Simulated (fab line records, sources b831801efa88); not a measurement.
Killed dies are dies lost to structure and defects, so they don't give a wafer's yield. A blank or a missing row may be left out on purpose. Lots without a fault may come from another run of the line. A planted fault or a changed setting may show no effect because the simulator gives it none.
fab line records | flow sky130
record lots=12 wafers=36 last_day=50
route steps=708 shown NWELL@79 VT_ADJUST_HVTP@95 VT_ADJUST_HVTR@137
lots that met no fault: from a run of the same line without faults
start_h: hours from the record's first day to the start of the lot's first wafer shown | wait_h: hours since the lot's step before | " the same as in the row above | L1.1+2: a row that stands for several wafers | - no value, or no start given | * or withheld: withheld | < > ~ a bound
route shown NAME@n: a module of which the file shows steps, and the number in the route of the first | usual: mean/standard deviation of fault-free wafers | same: alike in all rows | chamber/n: place in a boat | sites: the reading at each site | _std_site: their standard deviation | _edge_site: outer sites' mean less inner sites' | radius_mm: how far each site lies from the wafer's centre | mask NAME#n: copy n | behind: the tool/chamber that last shaped the wafer | hold: why the lot was held/for how many hours/how that ended | device: the transistor (n, p or np) that didn't switch | end of line: the same wafers' tests at the end of the route | a step without rows: its recipe alone | killed: dies lost to structure and defects at the first sort, not the wafer's yield | map: a wafer's dies, x killed, . not, _ none there
set.NAME: the setting as run; set.NAME@STEP: as run at that earlier step | model.NAME: the simulator's own value behind a step, which no gauge read
steps of the route over a sample of lots; a table a step, a row a wafer
services: from which hour (start_h, from the record's first day; less than 0 if before it) a tool's chamber was out of use, for how many hours, and why
## steps
# step SKY_NWELL_TW_MEAS_26
# usual NWELL_2_TW=499.5/2.6
# columns lot.wafer tool chamber start_h wait_h NWELL_2_TW
L970.1 film_metro-01 - 102.07 0.1 501.8
L970.2 " - " " 500.9
L970.4 " - " " 499.5
L971.2 film_metro-01 - 107.33 0.1 499.2
L971.4 " - " " 500.4
L971.5 " - " " 502.1
L972.1 film_metro-01 - 116.19 0.1 500.1
L972.3 " - " " 501.1
L972.5 " - " " 502.0
L973.2 film_metro-01 - 119.03 0.1 500.6
L973.4 " - " " 497.1
L973.5 " - " " 499.4
L975.1 film_metro-02 - 132.02 0.1 498.2
L975.5 " - " " 497.2
L975.6 " - " " 496.9
L976.2 film_metro-03 - 139.88 0.1 502.0
L976.4 " - " " 500.8
L976.6 " - " " 504.3
L980.3 film_metro-02 - 171.34 0.1 495.0
L980.5 " - " " 499.4
L980.6 " - " " 500.5
L981.1 film_metro-01 - 172.39 0.1 500.2
L981.3 " - " " 500.0
L981.4 " - " " 500.8
L979.1 film_metro-03 - 173.02 0.1 500.7
L979.5 " - " " 500.5
L979.6 " - " " 500.8
L986.1 film_metro-02 - 200.29 0.1 499.8
L986.4 " - " " 498.2
L986.5 " - " " 501.1
L988.1 film_metro-03 - 214.29 0.1 501.1
L988.3 " - " " 503.0
L988.5 " - " " 502.5
L992.1 film_metro-03 - 242.19 0.1 506.0
L992.2 " - " " 503.7
L992.6 " - " " 503.3
# step SKY_NWELL_RTA_28
# recipe temp_c=1050 time_s=30 idle_temp_c=650 ramp_up_c_per_s=150 ramp_down_c_per_s=90 ambient=N2
# usual lamp_power_pct=25.30/0.051 wafer_temp_C_max=1054.8/0.92
# columns lot.wafer tool chamber start_h wait_h lamp_power_pct wafer_temp_C_max
L970.1 rtp_anneal-02 0 102.18 0.0 25.37 1055.5
L970.2 " 0 " " 25.31 1055.5
L970.4 " 0 " " 25.17 1056.5
L971.2 rtp_anneal-01 0 107.47 0.0 25.41 1054.9
L971.4 " 0 " " 25.20 1054.0
L971.5 " 0 " " 25.31 1054.3
L972.1 rtp_anneal-02 0 116.30 0.0 25.34 1054.6
L972.3 " 0 " " 25.24 1055.5
L972.5 " 0 " " 25.30 1055.2
L973.2 rtp_anneal-02 0 119.16 0.0 25.32 1055.9
L973.4 " 0 " " 25.31 1052.4
L973.5 " 0 " " 25.27 1054.9
L975.1 rtp_anneal-02 0 132.18 0.0 25.33 1054.7
L975.5 " 0 " " 25.31 1053.4
L975.6 " 0 " " 25.36 1053.9
L976.2 rtp_anneal-02 0 140.00 0.0 25.21 1054.2
L976.4 " 0 " " 25.28 1054.1
L976.6 " 0 " " 25.29 1053.9
L980.3 rtp_anneal-02 0 171.46 0.0 25.31 1055.8
L980.5 " 0 " " 25.31 1054.9
L980.6 " 0 " " 25.29 1053.8
L981.1 rtp_anneal-02 0 172.55 0.0 25.25 1056.2
L981.3 " 0 " " 25.26 1054.9
L981.4 " 0 " " 25.35 1054.6
L979.1 rtp_anneal-02 0 173.13 0.0 25.26 1055.5
L979.5 " 0 " " 25.32 1056.2
L979.6 " 0 " " 25.28 1054.6
L986.1 rtp_anneal-01 0 200.40 0.0 25.36 1054.1
L986.4 " 0 " " 25.46 1052.9
L986.5 " 0 " " 25.38 1054.5
L988.1 rtp_anneal-02 0 214.40 0.0 25.33 1053.1
L988.3 " 0 " " 25.29 1054.1
L988.5 " 0 " " 25.32 1053.0
L992.1 rtp_anneal-02 0 242.30 0.0 25.34 1054.2
L992.2 " 0 " " 25.30 1055.1
L992.6 " 0 " " 25.26 1055.7
# step SKY_VT_ADJUST_HVTP_STRIP_10
# recipe chemistry=O2/N2 power_w=1400 pressure_mtorr=1500 platen_temp_c=withheld o2_flow_sccm=3000 n2_flow_sccm=300 overash_fraction=0.5
# usual drypump_motor_current_A=5.4/0.39 oes_product_au=0.716/0.0043 strip_time_to_endpoint_s=14.15/0.04
# columns lot.wafer tool chamber start_h wait_h drypump_motor_current_A oes_product_au rf_hours_counter_h strip_time_to_endpoint_s
L970.1 plasma_asher-01 0 120.14 0.1 5.3 0.724 0 14.15
L970.2 " 1 " " 5.8 0.717 0 14.15
L970.4 " 0 " " 5.3 0.703 - 14.10
L971.2 plasma_asher-02 1 126.01 0.1 4.9 0.715 45 14.19
L971.4 " 1 " " 4.9 0.713 - 14.19
L971.5 " 1 " " 5.0 0.721 - 14.18
L972.1 plasma_asher-04 1 135.69 0.1 5.9 0.715 31 14.11
L972.3 " 1 " " 5.9 0.718 - 14.10
L972.5 " 1 " " 5.9 0.710 - 14.09
L973.2 plasma_asher-02 1 138.49 0.1 4.9 0.709 46 14.15
L973.4 " 0 " " 5.0 0.717 - 14.10
L973.5 " 1 " " 4.9 0.718 - 14.15
L975.1 plasma_asher-01 1 151.84 0.1 5.8 0.709 3 14.16
L975.5 " 1 " " 5.9 0.714 - 14.13
L975.6 " 0 " " 5.3 0.719 - 14.12
L976.2 plasma_asher-04 1 160.24 0.1 5.9 0.720 34 14.18
L976.4 " 1 " " 5.9 0.721 - 14.11
L976.6 " 0 " " 5.0 0.713 - 14.17
L980.3 plasma_asher-02 1 192.15 0.1 5.0 0.709 - 14.17
L980.5 " 0 " " 5.0 0.716 - 14.21
L980.6 " 1 " " 5.0 0.723 - 14.17
L981.1 plasma_asher-02 1 193.31 0.1 5.0 0.711 51 14.15
L981.3 " 0 " " 5.0 0.710 - 14.17
L981.4 " 1 " " 4.9 0.718 - 14.16
L979.1 plasma_asher-02 1 194.41 0.1 4.9 0.726 51 14.19
L979.5 " 1 " " 4.9 0.719 - 14.17
L979.6 " 0 " " 5.0 0.722 - 14.22
L986.1 plasma_asher-04 1 222.46 0.1 5.9 0.713 39 14.13
L986.4 " 1 " " 5.9 0.725 - 14.11
L986.5 " 1 " " 5.9 0.715 - 14.12
L988.1 plasma_asher-04 1 237.41 0.1 5.9 0.723 41 14.13
L988.3 " 1 " " 5.9 0.718 - 14.15
L988.5 " 1 " " 5.9 0.719 - 14.12
L992.1 plasma_asher-04 1 265.09 0.1 5.9 0.712 43 14.16
L992.2 " 0 " " 5.0 0.716 43 14.14
L992.6 " 1 " " 5.9 0.714 - 14.21
# step SKY_VT_ADJUST_HVTR_DEVELOP_06
# recipe develop_time_s=60 dev_temp_c=23
# usual developer_temp_C=23.00/0.1
# columns lot.wafer tool chamber start_h wait_h developer_temp_C
L970.1 litho_track-04 0 198.61 0.1 22.84
L970.2 " 0 " " 22.77
L970.4 " 0 " " 22.92
L971.2 litho_track-04 0 205.38 0.1 23.09
L971.4 " 0 " " 23.11
L971.5 " 0 " " 23.04
L972.1 litho_track-04 0 216.86 0.1 23.11
L972.3 " 0 " " 22.91
L972.5 " 0 " " 23.01
L973.2 litho_track-01 0 221.36 0.1 23.18
L973.4 " 0 " " 23.06
L973.5 " 0 " " 22.97
L975.1 litho_track-02 0 234.90 0.1 22.88
L975.5 " 0 " " 23.07
L975.6 " 0 " " 23.02
L976.2 litho_track-01 0 244.91 0.1 23.08
L976.4 " 0 " " 22.97
L976.6 " 0 " " 22.84
L980.3 litho_track-01 0 283.58 0.1 22.93
L980.5 " 0 " " 22.92
L980.6 " 0 " " 22.96
L981.1 litho_track-04 0 284.26 0.1 22.98
L981.3 " 0 " " 23.08
L981.4 " 0 " " 23.22
L979.1 litho_track-02 0 285.35 0.1 23.04
L979.5 " 0 " " 23.17
L979.6 " 0 " " 23.07
L986.1 litho_track-04 0 319.21 0.1 23.03
L986.4 " 0 " " 22.97
L986.5 " 0 " " 23.02
L988.1 litho_track-04 0 336.66 0.1 22.95
L988.3 " 0 " " 22.83
L988.5 " 0 " " 22.93
L992.1 litho_track-01 0 369.23 0.1 22.89
L992.2 " 0 " " 23.20
L992.6 " 0 " " 23.17
# step SKY_VT_ADJUST_HVTR_CD_MEAS_07
# recipe target_cd_nm=380
# usual cd_nm=380.6/2.9
# columns lot.wafer tool chamber start_h wait_h hold cd_nm
L970.1 cd_sem-01 - 198.76 0.1 - 387.1
L970.2 " - " " - 385.8
L970.4 " - " " - 385.6
L971.2 cd_sem-02 - 205.53 0.1 - 378.6
L971.4 " - " " - 377.5
L971.5 " - " " - 379.1
L972.1 cd_sem-01 - 217.01 0.1 - 378.7
L972.3 " - " " - 376.2
L972.5 " - " " - 376.1
L973.2 cd_sem-02 - 221.50 0.1 - 379.7
L973.4 " - " " - 379.2
L973.5 " - " " - 378.7
L975.1 cd_sem-01 - 235.05 0.1 - 380.8
L975.5 " - " " - 379.5
L975.6 " - " " - 379.6
L976.2 cd_sem-01 - 245.05 0.1 - 380.2
L976.4 " - " " - 382.0
L976.6 " - " " - 381.7
L980.3 cd_sem-02 - 283.72 0.1 - 384.0
L980.5 " - " " - 383.7
L980.6 " - " " - 380.6
L981.1 cd_sem-02 - 284.41 0.1 - 383.4
L981.3 " - " " - 383.9
L981.4 " - " " - 383.0
L979.1 cd_sem-02 - 285.50 0.1 - 379.0
L979.5 " - " " - 381.9
L979.6 " - " " - 378.7
L986.1 cd_sem-01 - 319.36 0.1 await_dispo/0.2h/release 368.8
L986.4 " - " " await_dispo/0.2h/release 370.2
L986.5 " - " " await_dispo/0.2h/release 365.7
L986.1 cd_sem-01 - 319.64 0.3 - 369.4
L986.4 " - " " - 370.5
L986.5 " - " " - 366.2
L988.1 cd_sem-02 - 336.81 0.1 await_dispo/0.2h/release 365.6
L988.3 " - " " await_dispo/0.2h/release 364.3
L988.5 " - " " await_dispo/0.2h/release 366.0
L988.1 cd_sem-02 - 337.09 0.3 - 365.2
L988.3 " - " " - 364.0
L988.5 " - " " - 366.1
L992.1 cd_sem-02 - 369.38 0.1 - 379.0
L992.2 " - " " - 378.4
L992.6 " - " " - 378.9
## services
# columns tool chamber start_h hours kind
plasma_asher-01 - 108.75 9.0 pm
plasma_asher-01 0 108.75 9.0 vent_cycle
plasma_asher-01 1 108.75 9.0 vent_cycle
rtp_anneal-01 - 112.35 80.9 pm
plasma_asher-01 0 117.75 - clean
plasma_asher-01 1 117.75 - clean
plasma_asher-02 - 129.05 0.7 repair
rtp_anneal-01 - 217.42 3.9 pm
plasma_asher-01 - 310.31 49.4 repair
plasma_asher-01 - 330.98 1.9 repair
## key
first_sign step=SKY_VT_ADJUST_HVTR_CD_MEAS_07 reading=visit direction=added through=control_loop
effect step=SKY_VT_ADJUST_HVTR_CD_MEAS_07 reading=cd_nm direction=down sigmas=4.8 usual=380.6 struck=366.8 through=control_loop
met_at SKY_VT_ADJUST_HVTR_DEVELOP_06
struck_lots L986,L988
tester_left_out L986,L988
loop_trim step=SKY_VT_ADJUST_HVTR_EXPOSE_04 setting=dose lots=L988
not_acting_at SKY_NWELL_TW_MEAS_26,SKY_NWELL_RTA_28,SKY_VT_ADJUST_HVTP_STRIP_10
onset_between 284.26 319.21
fault kind=process_parameter_drift tool=litho_track-04 chamber=- onset_h=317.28 steps=SKY_VT_ADJUST_HVTR_DEVELOP_06 channel=develop_time_s offset=* shape=step end_h=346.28 acts_in=* stated=*
# tester_left_out: of these lots the tester's yield and bins aren't shown, on N5 and GAA mostly nor the transistor test; their killed dies are dies lost to structure and defects alone, not to doping, threshold or leakage, so they don't give the yield
# loop_trim: a control loop set the setting to another value than it would have without faults
